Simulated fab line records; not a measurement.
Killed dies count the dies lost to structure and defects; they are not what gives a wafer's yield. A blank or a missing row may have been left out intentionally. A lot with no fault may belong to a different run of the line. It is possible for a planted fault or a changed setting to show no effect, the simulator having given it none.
Which tool did it? | flow gf180mcu | 12 lots, 36 wafers sampled, at 5 steps of a route of 602

== WHAT THE GAUGES SHOWED, per wafer ==
GF_HV_LDD_CD_MEAS_31: target cd 400 nm. Usual: cd_nm reads 400.3 nm (standard deviation 2.6).
lot  | measured     | on        | cd_nm (nm)        | flag
L483 | day 11 11:54 | cd_sem-02 | 398.1 398.6 397.5 |
L484 | day 11 20:58 | cd_sem-02 | 397.0 400.9 396.9 |
L485 | day 12 04:10 | cd_sem-01 | 403.8 401.1 402.9 |
L486 | day 12 11:15 | cd_sem-01 | 399.5 399.1 398.5 |
L487 | day 13 04:22 | cd_sem-01 | 402.1 401.1 401.0 |
L494 | day 15 17:22 | cd_sem-01 | 401.7 399.2 400.0 |
L495 | day 16 07:40 | cd_sem-02 | 403.2 401.5 403.4 |
L496 | day 16 06:12 | cd_sem-01 | 399.3 402.8 399.7 |
L499 | day 17 05:59 | cd_sem-02 | 402.5 401.3 401.7 |
L501 | day 17 10:16 | cd_sem-02 | 393.0 396.9 393.6 |
L503 | day 18 05:33 | cd_sem-01 | 401.6 400.7 403.0 |
L506 | day 19 04:12 | cd_sem-01 | 396.0 395.8 397.4 |

GF_HV_LDD_RS_MEAS_53: measures by four-point-probe. Usual: HV_LDD_RS typically reads 418.4 ohm/sq, with standard deviation 1.1.
lot  | measured     | on            | HV_LDD_RS (ohm/sq) | flag
L483 | day 12 07:33 | film_metro-04 | 419.4 418.9 418.0  |
L484 | day 12 16:24 | film_metro-02 | 418.4 420.2 419.6  |
L485 | day 13 00:29 | film_metro-04 | 417.6 418.1 417.1  |
L486 | day 13 06:50 | film_metro-03 | 417.0 417.1 415.8  |
L487 | day 14 02:33 | film_metro-04 | 418.8 417.7 417.4  |
L494 | day 16 17:07 | film_metro-02 | 421.8 422.6 421.4  | OFF
L495 | day 17 08:02 | film_metro-04 | 421.8 421.4 422.1  | OFF
L496 | day 17 05:59 | film_metro-02 | 421.2 421.0 421.9  |
L499 | day 18 06:26 | film_metro-04 | 418.4 418.7 417.5  |
L501 | day 18 10:56 | film_metro-03 | 418.0 418.1 417.6  |
L503 | day 19 06:58 | film_metro-03 | 417.5 417.4 418.9  |
L506 | day 20 05:45 | film_metro-04 | 419.0 420.1 420.0  |

== WHICH TOOL RAN EACH LOT (tool, then ch and the chambers of the sampled wafers, then the start) ==
lot  | GF_DUAL_GATE_STRIP_13                | GF_HV_LDD_STRIP_22                   | GF_HV_LDD_IMPLANT_35
L483 | plasma_asher-02 ch 0,1, day 8 09:40  | plasma_asher-03 ch 0,1, day 10 18:29 | implanter-01 ch 0, day 11 12:22
L484 | plasma_asher-04 ch 0,1, day 8 16:51  | plasma_asher-04 ch 1, day 11 02:33   | implanter-04 ch 0, day 11 21:26
L485 | plasma_asher-04 ch 0,1, day 8 22:32  | plasma_asher-01 ch 0,1, day 11 10:34 | implanter-01 ch 0, day 12 04:38
L486 | plasma_asher-02 ch 0,1, day 9 05:33  | plasma_asher-03 ch 0,1, day 11 17:34 | implanter-04 ch 0, day 12 11:42
L487 | plasma_asher-03 ch 0, day 9 16:27    | plasma_asher-01 ch 0, day 12 09:29   | implanter-01 ch 0, day 13 04:50
L494 | plasma_asher-02 ch 0,1, day 11 18:50 | plasma_asher-01 ch 0,1, day 14 19:19 | implanter-04 ch 0, day 15 17:50
L495 | plasma_asher-02 ch 0,1, day 12 01:49 | plasma_asher-01 ch 0,1, day 15 09:02 | implanter-04 ch 0, day 16 08:07
L496 | plasma_asher-02 ch 0,1, day 12 06:28 | plasma_asher-01 ch 0,1, day 15 08:08 | implanter-03 ch 0, day 16 06:40
L499 | plasma_asher-03 ch 0,1, day 13 09:57 | plasma_asher-03 ch 0,1, day 16 07:41 | implanter-01 ch 0, day 17 06:26
L501 | plasma_asher-02 ch 0,1, day 13 13:38 | plasma_asher-01 ch 0,1, day 16 11:56 | implanter-01 ch 0, day 17 10:46
L503 | plasma_asher-02 ch 0, day 14 04:36   | plasma_asher-01 ch 0,1, day 17 05:58 | implanter-03 ch 0, day 18 06:00
L506 | plasma_asher-03 ch 0,1, day 15 01:11 | plasma_asher-04 ch 0,1, day 18 04:09 | implanter-04 ch 0, day 19 04:40
- GF_DUAL_GATE_STRIP_13: strips in O2/N2.
- GF_HV_LDD_STRIP_22: strips in O2/N2.
- GF_HV_LDD_IMPLANT_35

== WHAT THE TOOLS THEMSELVES READ (means of the sampled wafers that have a number; where no wafer has one, the mark that the record gives instead) ==
GF_DUAL_GATE_STRIP_13. Usual: drypump_motor_current_A 5.8 A, standard deviation 0.41; heater_power_w 337 W, standard deviation 38; oes_product_au 0.716 a.u., standard deviation 0.0043; strip_time_to_endpoint_s 12.62 s, standard deviation 0.031.
lot  | tool            | drypump_motor_current_A (A) | heater_power_w (W) | oes_product_au (a.u.) | strip_time_to_endpoint_s (s) | flag
L483 | plasma_asher-02 | 6.2                         | 369                | 0.719                 | 12.63                        |
L484 | plasma_asher-04 | 5.5                         | 300                | 0.715                 | 12.65                        |
L485 | plasma_asher-04 | 5.5                         | 302                | 0.718                 | 12.66                        |
L486 | plasma_asher-02 | 6.1                         | 350                | 0.715                 | 12.65                        |
L487 | plasma_asher-03 | 5.0                         | 309                | 0.714                 | 12.63                        |
L494 | plasma_asher-02 | 6.2                         | 370                | 0.715                 | 12.62                        |
L495 | plasma_asher-02 | 6.2                         | 373                | 0.716                 | 12.65                        |
L496 | plasma_asher-02 | 6.2                         | 375                | 0.713                 | 12.59                        |
L499 | plasma_asher-03 | 5.2                         | 328                | 0.714                 | 12.64                        |
L501 | plasma_asher-02 | 6.1                         | 347                | 0.720                 | 12.61                        |
L503 | plasma_asher-02 | 6.1                         | 331                | 0.717                 | 12.62                        |
L506 | plasma_asher-03 | 5.4                         | 349                | 0.715                 | 12.61                        |

GF_HV_LDD_STRIP_22. Usual: drypump_motor_current_A 5.39 A, standard deviation 0.2; heater_power_w 306 W, standard deviation 29; oes_product_au 0.716 a.u., standard deviation 0.0041; strip_time_to_endpoint_s 12.61 s, standard deviation 0.033.
lot  | tool            | drypump_motor_current_A (A) | heater_power_w (W) | oes_product_au (a.u.) | strip_time_to_endpoint_s (s) | flag
L483 | plasma_asher-03 | 5.21                        | 330                | 0.716                 | 12.64                        |
L484 | plasma_asher-04 | 5.78                        | 276                | 0.713                 | 12.59                        |
L485 | plasma_asher-01 | 5.33                        | 305                | 0.714                 | 12.62                        |
L486 | plasma_asher-03 | 5.19                        | 333                | 0.717                 | 12.60                        |
L487 | plasma_asher-01 | 5.47                        | 276                | 0.715                 | 12.61                        |
L494 | plasma_asher-01 | 5.33                        | 304                | 0.718                 | 12.63                        |
L495 | plasma_asher-01 | 5.33                        | 308                | 0.714                 | 12.63                        |
L496 | plasma_asher-01 | 5.40                        | 287                | 0.716                 | 12.64                        |
L499 | plasma_asher-03 | 5.36                        | 351                | 0.715                 | 12.64                        |
L501 | plasma_asher-01 | 5.38                        | 293                | 0.715                 | 12.59                        |
L503 | plasma_asher-01 | 5.33                        | 306                | 0.718                 | 12.66                        |
L506 | plasma_asher-04 | 5.47                        | 304                | 0.719                 | 12.63                        |

GF_HV_LDD_IMPLANT_35. Usual: dose_ions_cm2 7.501e+12, standard deviation 8e+09; faraday_current_uA 42.4, standard deviation 0.87.
lot  | tool         | dose_ions_cm2 | faraday_current_uA | flag
L483 | implanter-01 | 7.504e+12     | 42.5               |
L484 | implanter-04 | 7.508e+12     | 42.4               |
L485 | implanter-01 | 7.495e+12     | 42.7               |
L486 | implanter-04 | 7.504e+12     | 42.4               |
L487 | implanter-01 | 7.498e+12     | 42.5               |
L494 | implanter-04 | 6.342e+12     | 35.5               | OFF
L495 | implanter-04 | 6.349e+12     | 35.4               | OFF
L496 | implanter-03 | 7.494e+12     | 43.3               |
L499 | implanter-01 | 7.499e+12     | 42.0               |
L501 | implanter-01 | 7.499e+12     | 42.7               |
L503 | implanter-03 | 7.496e+12     | 41.8               |
L506 | implanter-04 | 7.503e+12     | 42.8               |

== THE ANSWER, worked out from the rows above alone ==
Rule: a lot counts as off when the mean over its wafers that have a number is more than 3 standard deviations away from the usual mean. Also off: a lot with no number at a reading for which 4 or more lots have one. The other lots that the step has rows for count as sound. After the gauges, taken in route order, come the tools' own readings; for these a lot's mean is taken, as printed above. At the first step where some lot is off, the reading lying furthest off is the one used; lots without a number count as furthest.
Off: at GF_HV_LDD_RS_MEAS_53 (HV_LDD_RS), L494, L495.
A tool fits if, at a process step before that reading, it ran every lot that is off, and no sound lot after the first of them. The gauges at GF_HV_LDD_RS_MEAS_53 aren't tried: what is off there is off at GF_HV_LDD_IMPLANT_35 too, on other tools, and a gauge's error can't cause that. Of those tried, none fits.

== WHAT THE SIMULATOR PUT IN ==
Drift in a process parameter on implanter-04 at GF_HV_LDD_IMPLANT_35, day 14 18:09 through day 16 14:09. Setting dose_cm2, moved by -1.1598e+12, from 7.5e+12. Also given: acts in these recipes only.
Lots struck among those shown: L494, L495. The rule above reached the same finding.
